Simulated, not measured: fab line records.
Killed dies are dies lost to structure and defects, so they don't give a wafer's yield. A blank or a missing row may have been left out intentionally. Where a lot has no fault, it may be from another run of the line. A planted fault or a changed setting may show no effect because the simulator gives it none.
What tool caused it? -- flow sky130 -- 72 wafers from 24 lots sampled at 4 of the route's 708 steps

== WHAT THE GAUGES READ, wafer by wafer ==
SKY_METAL1_CD_MEAS_15 targets a cd of 140 nm. Usual: cd-nm reads 140.4 nm (standard deviation 1.6).
lot,measured,on,cd-nm (nm),flag
L074,day 32 21:49,cd-sem-02,138.7 140.0 140.1,
L075,day 33 01:13,cd-sem-02,140.0 141.9 140.8,
L076,day 33 11:26,cd-sem-01,138.1 137.7 137.9,
L077,day 33 22:08,cd-sem-02,141.6 141.9 141.1,
L078,day 34 07:23,cd-sem-01,140.7 141.1 143.0,
L079,day 34 11:59,cd-sem-02,140.3 139.2 139.4,
L080,day 35 03:55,cd-sem-02,141.0 139.5 140.9,
L081,day 35 09:32,cd-sem-01,138.7 140.2 139.7,
L082,day 35 13:59,cd-sem-02,138.7 138.9 137.7,
L083,day 35 17:43,cd-sem-01,139.6 140.2 140.5,
L084,day 36 11:16,cd-sem-01,140.9 142.7 140.5,
L085,day 37 00:43,cd-sem-02,141.4 140.9 140.2,
L086,day 37 05:55,cd-sem-02,139.5 139.7 139.5,
L087,day 37 07:07,cd-sem-01,141.8 142.3 142.3,
L089,day 38 12:04,cd-sem-01,142.6 140.2 143.1,
L091,day 38 12:26,cd-sem-01,139.9 139.1 138.9,
L090,day 38 13:38,cd-sem-02,139.1 139.8 139.7,
L088,day 38 16:35,cd-sem-02,137.9 138.3 138.4,
L092,day 38 20:59,cd-sem-01,142.8 141.1 142.6,
L093,day 38 22:13,cd-sem-02,140.6 140.3 139.3,
L094,day 39 04:01,cd-sem-01,142.3 140.6 140.1,
L095,day 39 08:31,cd-sem-01,138.7 140.2 139.3,
L096,day 39 23:50,cd-sem-02,142.0 141.6 140.9,
L097,day 40 00:52,cd-sem-02,140.0 141.3 139.3,

SKY_VIA2_OVL_MEAS_13. Usual: for VIA2_OVL the level is 0 nm and the standard deviation is 5.6.
lot,measured,on,VIA2_OVL (nm),flag
L074,day 36 10:45,overlay-01,-5 -5 -2,
L075,day 36 13:07,overlay-02,5 1 3,
L076,day 36 23:04,overlay-02,5 3 3,
L077,day 37 10:19,overlay-02,3 -2 3,
L078,day 37 18:25,overlay-01,-2 -4 -2,
L079,day 37 22:28,overlay-02,8 4 -1,
L080,day 38 14:43,overlay-01,-5 -6 -6,
L081,day 38 19:58,overlay-02,10 6 8,
L082,day 39 00:28,overlay-01,-10 -4 -9,
L083,day 39 03:04,overlay-02,-14 -12 -12,
L084,day 39 20:58,overlay-01,5 3 1,
L085,day 40 09:40,overlay-01,1 -4 -2,
L086,day 40 13:16,overlay-01,7 8 5,
L087,day 40 16:02,overlay-02,-1 -1 4,
L089,day 41 17:04,overlay-01,13 11 12,
L091,day 41 18:25,overlay-01,1 2 2,
L090,day 41 20:25,overlay-02,4 1 3,
L088,day 41 21:22,overlay-01,1 7 3,
L092,day 42 04:13,overlay-02,-3 -6 4,
L093,day 42 04:34,overlay-01,-5 -4 -8,
L094,day 42 09:58,overlay-02,0 -1 -1,
L095,day 42 13:16,overlay-01,-2 -3 1,
L096,day 43 04:46,overlay-02,-7 -3 -3,
L097,day 43 06:31,overlay-01,-2 2 2,

SKY_VIA3_CD_MEAS_12 targets a cd of 200 nm. Usual: cd-nm reads 199.8 nm (standard deviation 1.3).
lot,measured,on,cd-nm (nm),flag
L074,day 39 20:01,cd-sem-02,199.9 200.7 199.1,
L075,day 39 22:02,cd-sem-01,201.3 201.4 200.6,
L076,day 40 07:17,cd-sem-02,201.1 200.7 200.1,
L077,day 40 17:37,cd-sem-01,196.8 197.4 197.0,
L078,day 41 01:22,cd-sem-02,198.3 199.1 200.5,
L079,day 41 04:32,cd-sem-02,200.8 201.0 201.2,
L080,day 41 21:02,cd-sem-02,199.4 200.1 199.5,
L081,day 42 06:25,cd-sem-01,197.7 196.8 196.2,
L082,day 42 06:28,cd-sem-02,199.9 199.1 199.4,
L083,day 42 08:31,cd-sem-01,200.5 199.0 199.1,
L084,day 42 23:43,cd-sem-01,199.9 201.1 199.0,
L085,day 43 11:53,cd-sem-02,199.4 199.9 198.7,
L086,day 43 15:44,cd-sem-02,199.2 197.8 198.0,
L087,day 43 17:02,cd-sem-01,201.0 201.3 202.0,
L089,day 44 17:26,cd-sem-01,200.6 199.2 200.1,
L091,day 44 19:37,cd-sem-02,201.1 201.4 201.8,
L090,day 44 21:56,cd-sem-02,198.9 198.0 199.7,
L088,day 44 22:14,cd-sem-01,199.8 198.7 200.2,
L092,day 45 04:20,cd-sem-02,200.1 199.9 199.4,
L093,day 45 04:38,cd-sem-01,197.9 198.3 197.6,
L094,day 45 09:29,cd-sem-02,200.4 200.8 200.6,
L095,day 45 12:19,cd-sem-02,198.2 200.1 200.4,
L096,day 46 02:11,cd-sem-01,200.0 199.5 199.6,
L097,day 46 04:22,cd-sem-02,200.0 199.6 201.3,

== EACH LOT AND THE TOOL THAT RAN IT (in order: tool; ch and the chambers of the sampled wafers; start) ==
lot,SKY_VIA2_CVD_21
L074,"cvd-w-01 ch 0,1, day 36 11:35"
L075,"cvd-w-01 ch 0,1, day 36 13:55"
L076,"cvd-w-01 ch 0,1, day 36 23:53"
L077,"cvd-w-01 ch 0, day 37 11:09"
L078,"cvd-w-01 ch 1, day 37 19:15"
L079,"cvd-w-02 ch 0, day 37 23:17"
L080,"cvd-w-01 ch 0,1, day 38 15:31"
L081,"cvd-w-02 ch 0,1, day 38 20:54"
L082,"cvd-w-02 ch 0,1, day 39 01:16"
L083,"cvd-w-02 ch 0,1, day 39 03:52"
L084,"cvd-w-02 ch 0, day 39 21:45"
L085,"cvd-w-02 ch 0,1, day 40 10:35"
L086,"cvd-w-01 ch 0,1, day 40 14:11"
L087,"cvd-w-02 ch 0, day 40 17:00"
L089,"cvd-w-02 ch 0,1, day 41 17:52"
L091,"cvd-w-01 ch 0,1, day 41 19:12"
L090,"cvd-w-01 ch 0,1, day 41 21:15"
L088,"cvd-w-01 ch 0,1, day 41 22:10"
L092,"cvd-w-02 ch 0,1, day 42 05:00"
L093,"cvd-w-01 ch 0,1, day 42 05:21"
L094,"cvd-w-01 ch 0,1, day 42 10:48"
L095,"cvd-w-01 ch 0,1, day 42 14:05"
L096,"cvd-w-01 ch 0,1, day 43 05:34"
L097,"cvd-w-01 ch 0,1, day 43 07:21"
- SKY_VIA2_CVD_21: deposits W, target thk 420 nm, time 126.4 s.

== AS READ BY THE TOOLS THEMSELVES (means over the sampled wafers that have a number; for cases with no such wafer, the mark the record gives instead) ==
SKY_VIA2_CVD_21. Usual: chamber-pressure-Torr 40.00 Torr, standard deviation 0.081; heater-power-w 811 W, standard deviation 120.
lot,tool,chamber-pressure-Torr (Torr),heater-power-w (W),flag
L074,cvd-w-01,39.89,797,
L075,cvd-w-01,39.99,804,
L076,cvd-w-01,40.05,848,
L077,cvd-w-01,40.00,892,
L078,cvd-w-01,39.91,762,
L079,cvd-w-02,39.99,663,
L080,cvd-w-01,40.02,792,
L081,cvd-w-02,39.98,801,
L082,cvd-w-02,39.97,914,
L083,cvd-w-02,39.93,925,
L084,cvd-w-02,39.93,669,
L085,cvd-w-02,40.03,926,
L086,cvd-w-01,40.03,795,
L087,cvd-w-02,40.07,682,
L089,cvd-w-02,39.98,923,
L091,cvd-w-01,39.97,797,
L090,cvd-w-01,40.09,817,
L088,cvd-w-01,40.07,755,
L092,cvd-w-02,40.01,932,
L093,cvd-w-01,39.98,809,
L094,cvd-w-01,40.06,816,
L095,cvd-w-01,40.04,772,
L096,cvd-w-01,40.02,808,
L097,cvd-w-01,39.95,800,

== THE ANSWER, worked out from the rows above alone ==
Rule: take the mean of a lot's wafers that have a number; if it is more than 3 standard deviations from the usual mean, the lot is off. A lot without any number at a reading at which 4 lots or more have one is off too. The other lots that the step has rows for count as sound. Order of review: gauges by route order, followed by the tools' own readings, for which a lot's mean as printed above is used. At the first step where some lot is off, the reading lying furthest off is the one used; lots without a number count as furthest.
None of the lots is off at any reading shown; this tells nothing.

== WHAT THE SIMULATOR HAD INSERTED ==
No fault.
